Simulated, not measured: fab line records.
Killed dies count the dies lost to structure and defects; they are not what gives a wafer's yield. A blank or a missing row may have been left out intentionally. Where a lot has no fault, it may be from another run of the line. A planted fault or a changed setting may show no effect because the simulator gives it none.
Which tool is to blame? || flow gf180mcu || 33 wafers from 11 lots sampled at 5 of the route's 602 steps

## WHAT THE GAUGES SHOWED, per wafer
GF_VT_IMPLANT_RS_MEAS_49: measures by four-point-probe.
{"lot": "L716", "measured": "day 8 14:17", "on": "filmMetro-04", "MVPSD_RS (ohm/sq)": "1172 1174 1168"}
{"lot": "L718", "measured": "day 8 19:50", "on": "filmMetro-03", "MVPSD_RS (ohm/sq)": "1172 1176 1167"}
{"lot": "L717", "measured": "day 8 22:32", "on": "filmMetro-04", "MVPSD_RS (ohm/sq)": "1171 1169 1171"}
{"lot": "L723", "measured": "day 10 10:13", "on": "filmMetro-03", "MVPSD_RS (ohm/sq)": "1172 1173 1172"}
{"lot": "L724", "measured": "day 10 15:13", "on": "filmMetro-04", "MVPSD_RS (ohm/sq)": "1167 1169 1167"}
{"lot": "L725", "measured": "day 10 21:45", "on": "filmMetro-03", "MVPSD_RS (ohm/sq)": "1169 1173 1170"}
{"lot": "L726", "measured": "day 11 05:53", "on": "filmMetro-03", "MVPSD_RS (ohm/sq)": "1165 1170 1166"}
{"lot": "L727", "measured": "day 11 10:49", "on": "filmMetro-04", "MVPSD_RS (ohm/sq)": "1170 1170 1167"}
{"lot": "L728", "measured": "day 11 20:19", "on": "filmMetro-02", "MVPSD_RS (ohm/sq)": "1163 1163 1165"}
{"lot": "L735", "measured": "day 13 16:52", "on": "filmMetro-02", "MVPSD_RS (ohm/sq)": "1162 1160 1164"}
{"lot": "L736", "measured": "day 14 00:41", "on": "filmMetro-02", "MVPSD_RS (ohm/sq)": "1164 1165 1167"}

GF_HV_LDD_CD_MEAS_31: the cd target is 400 nm.
{"lot": "L716", "measured": "day 12 18:45", "on": "cdSem-01", "cdNm (nm)": "401.8 401.0 400.2"}
{"lot": "L718", "measured": "day 12 23:07", "on": "cdSem-01", "cdNm (nm)": "399.9 399.2 399.2"}
{"lot": "L717", "measured": "day 13 03:33", "on": "cdSem-01", "cdNm (nm)": "405.3 404.3 406.3"}
{"lot": "L723", "measured": "day 14 20:31", "on": "cdSem-01", "cdNm (nm)": "395.1 397.1 395.8"}
{"lot": "L724", "measured": "day 15 06:15", "on": "cdSem-01", "cdNm (nm)": "400.2 398.8 399.7"}
{"lot": "L725", "measured": "day 15 11:41", "on": "cdSem-01", "cdNm (nm)": "400.9 402.3 403.7"}
{"lot": "L726", "measured": "day 15 18:30", "on": "cdSem-02", "cdNm (nm)": "400.5 398.6 399.9"}
{"lot": "L727", "measured": "day 16 01:45", "on": "cdSem-02", "cdNm (nm)": "401.1 397.8 400.3"}
{"lot": "L728", "measured": "day 16 14:15", "on": "cdSem-02", "cdNm (nm)": "396.2 395.3 395.6"}
{"lot": "L735", "measured": "day 18 15:46", "on": "cdSem-02", "cdNm (nm)": "401.8 404.0 403.1"}
{"lot": "L736", "measured": "day 19 01:42", "on": "cdSem-02", "cdNm (nm)": "396.2 395.1 398.4"}

GF_CONTACT_RS_MEAS_25: measures by four-point-probe.
{"lot": "L716", "measured": "day 17 12:52", "on": "filmMetro-04", "CONTACT_W_RS (ohm/sq)": "0.390 0.385 0.389"}
{"lot": "L718", "measured": "day 17 17:47", "on": "filmMetro-02", "CONTACT_W_RS (ohm/sq)": "0.385 0.382 0.380"}
{"lot": "L717", "measured": "day 17 21:52", "on": "filmMetro-02", "CONTACT_W_RS (ohm/sq)": "0.381 0.382 0.383"}
{"lot": "L723", "measured": "day 19 23:14", "on": "filmMetro-03", "CONTACT_W_RS (ohm/sq)": "0.386 0.383 0.387"}
{"lot": "L724", "measured": "day 20 10:46", "on": "filmMetro-02", "CONTACT_W_RS (ohm/sq)": "0.388 0.386 0.386"}
{"lot": "L725", "measured": "day 20 16:04", "on": "filmMetro-04", "CONTACT_W_RS (ohm/sq)": "0.554 0.390 0.386 0.553 0.390 0.386"}
{"lot": "L726", "measured": "day 20 23:16", "on": "filmMetro-02", "CONTACT_W_RS (ohm/sq)": "0.385 0.394 0.389"}
{"lot": "L727", "measured": "day 21 05:49", "on": "filmMetro-03", "CONTACT_W_RS (ohm/sq)": "0.548 0.387 0.389 0.548 0.387 0.389"}
{"lot": "L728", "measured": "day 21 20:24", "on": "filmMetro-02", "CONTACT_W_RS (ohm/sq)": "0.390 0.398 0.392"}
{"lot": "L735", "measured": "day 23 23:01", "on": "filmMetro-02", "CONTACT_W_RS (ohm/sq)": "0.387 0.381 0.382"}
{"lot": "L736", "measured": "day 24 06:52", "on": "filmMetro-03", "CONTACT_W_RS (ohm/sq)": "0.390 0.396 0.392"}

GF_CONTACT_THK_MEAS_26: measures by xrf.
{"lot": "L716", "measured": "day 17 12:59", "on": "filmMetro-04", "CONTACT_W_THK (nm)": "298 303 300"}
{"lot": "L718", "measured": "day 17 17:53", "on": "filmMetro-02", "CONTACT_W_THK (nm)": "299 301 304"}
{"lot": "L717", "measured": "day 17 21:59", "on": "filmMetro-02", "CONTACT_W_THK (nm)": "301 301 302"}
{"lot": "L723", "measured": "day 19 23:20", "on": "filmMetro-03", "CONTACT_W_THK (nm)": "305 310 305"}
{"lot": "L724", "measured": "day 20 10:53", "on": "filmMetro-02", "CONTACT_W_THK (nm)": "299 299 302"}
{"lot": "L725", "measured": "day 20 20:48", "on": "filmMetro-04", "CONTACT_W_THK (nm)": "211 302 302 211 298 302"}
{"lot": "L726", "measured": "day 20 23:23", "on": "filmMetro-02", "CONTACT_W_THK (nm)": "300 294 300"}
{"lot": "L727", "measured": "day 21 07:32", "on": "filmMetro-03", "CONTACT_W_THK (nm)": "215 303 301 215 303 300"}
{"lot": "L728", "measured": "day 21 20:31", "on": "filmMetro-02", "CONTACT_W_THK (nm)": "297 289 294"}
{"lot": "L735", "measured": "day 23 23:08", "on": "filmMetro-02", "CONTACT_W_THK (nm)": "297 303 302"}
{"lot": "L736", "measured": "day 24 06:59", "on": "filmMetro-03", "CONTACT_W_THK (nm)": "302 297 301"}

## WHAT TOOL EACH LOT RAN ON (gives the tool, then ch and the chambers of the sampled wafers, and finally the start)
{"lot": "L716", "GF_CONTACT_CVD_24": "cvdW-02 ch 0,1, day 17 12:46"}
{"lot": "L718", "GF_CONTACT_CVD_24": "cvdW-02 ch 0,1, day 17 17:40"}
{"lot": "L717", "GF_CONTACT_CVD_24": "cvdW-01 ch 0,1, day 17 21:46"}
{"lot": "L723", "GF_CONTACT_CVD_24": "cvdW-01 ch 0,1, day 19 23:07"}
{"lot": "L724", "GF_CONTACT_CVD_24": "cvdW-01 ch 0,1, day 20 10:40"}
{"lot": "L725", "GF_CONTACT_CVD_24": "cvdW-01 ch 0,1, day 20 15:57"}
{"lot": "L726", "GF_CONTACT_CVD_24": "cvdW-02 ch 0,1, day 20 23:10"}
{"lot": "L727", "GF_CONTACT_CVD_24": "cvdW-01 ch 0,1, day 21 05:43"}
{"lot": "L728", "GF_CONTACT_CVD_24": "cvdW-02 ch 0,1, day 21 20:18"}
{"lot": "L735", "GF_CONTACT_CVD_24": "cvdW-02 ch 0,1, day 23 22:54"}
{"lot": "L736", "GF_CONTACT_CVD_24": "cvdW-01 ch 0,1, day 24 06:46"}
- GF_CONTACT_CVD_24: deposits W, target thk 300 nm, time 90.339 s.

## WHAT THE TOOLS THEMSELVES READ (means of the sampled wafers that have a number; where no wafer has one, the mark that the record gives instead)
GF_CONTACT_CVD_24.
{"lot": "L716", "tool": "cvdW-02", "chamberPressureTorr (Torr)": 39.97, "heaterPowerW (W)": 825, "susceptorTempC (C)": 400.02}
{"lot": "L718", "tool": "cvdW-02", "chamberPressureTorr (Torr)": 40.00, "heaterPowerW (W)": 752, "susceptorTempC (C)": 400.02}
{"lot": "L717", "tool": "cvdW-01", "chamberPressureTorr (Torr)": 40.00, "heaterPowerW (W)": 682, "susceptorTempC (C)": 400.01}
{"lot": "L723", "tool": "cvdW-01", "chamberPressureTorr (Torr)": 40.02, "heaterPowerW (W)": 675, "susceptorTempC (C)": 400.25}
{"lot": "L724", "tool": "cvdW-01", "chamberPressureTorr (Torr)": 40.03, "heaterPowerW (W)": 673, "susceptorTempC (C)": 400.25}
{"lot": "L725", "tool": "cvdW-01", "chamberPressureTorr (Torr)": 40.01, "heaterPowerW (W)": 640, "susceptorTempC (C)": 393.48}
{"lot": "L726", "tool": "cvdW-02", "chamberPressureTorr (Torr)": 40.00, "heaterPowerW (W)": 818, "susceptorTempC (C)": 400.03}
{"lot": "L727", "tool": "cvdW-01", "chamberPressureTorr (Torr)": 40.01, "heaterPowerW (W)": 645, "susceptorTempC (C)": 393.88}
{"lot": "L728", "tool": "cvdW-02", "chamberPressureTorr (Torr)": 39.98, "heaterPowerW (W)": 773, "susceptorTempC (C)": 400.03}
{"lot": "L735", "tool": "cvdW-02", "chamberPressureTorr (Torr)": 40.00, "heaterPowerW (W)": 780, "susceptorTempC (C)": 400.02}
{"lot": "L736", "tool": "cvdW-01", "chamberPressureTorr (Torr)": 40.06, "heaterPowerW (W)": 688, "susceptorTempC (C)": 399.91}

## THE ANSWER, worked out from the rows above alone
Rule: the usual values come from the lots themselves. Put in order of their means at a reading, lots are off if they are a third of the lots or fewer, leave a main group of 4 or more, and stand apart from it by a gap of 3 or more times the standard deviation of the main group's means; of several such gaps the widest counts. A main group whose means are all the same, to the digits that the tables above print for the reading, isn't used. Also off: a lot with no number at a reading for which 4 or more lots have one. Where the step has rows for the other lots, those lots are counted as sound. After the gauges, taken in route order, come the tools' own readings; for these a lot's mean is taken, as printed above. The first step at which some lot is off is used, and at that step the reading that is off furthest; a lot without a number counts as furthest.
Off: L725, L727, at GF_CONTACT_RS_MEAS_25 (CONTACT_W_RS). The main group: mean 0.387 ohm/sq, standard deviation 0.004.
If a tool, at a process step before that reading, ran all the lots that are off and no sound lot after the first of them, it fits. Not tried: the gauges at GF_CONTACT_RS_MEAS_25; whatever is off there is also off at GF_CONTACT_CVD_24, on other tools, and gauge error can't account for it. Of those tried, none fits.

## WHAT HAD BEEN PUT IN BY THE SIMULATOR
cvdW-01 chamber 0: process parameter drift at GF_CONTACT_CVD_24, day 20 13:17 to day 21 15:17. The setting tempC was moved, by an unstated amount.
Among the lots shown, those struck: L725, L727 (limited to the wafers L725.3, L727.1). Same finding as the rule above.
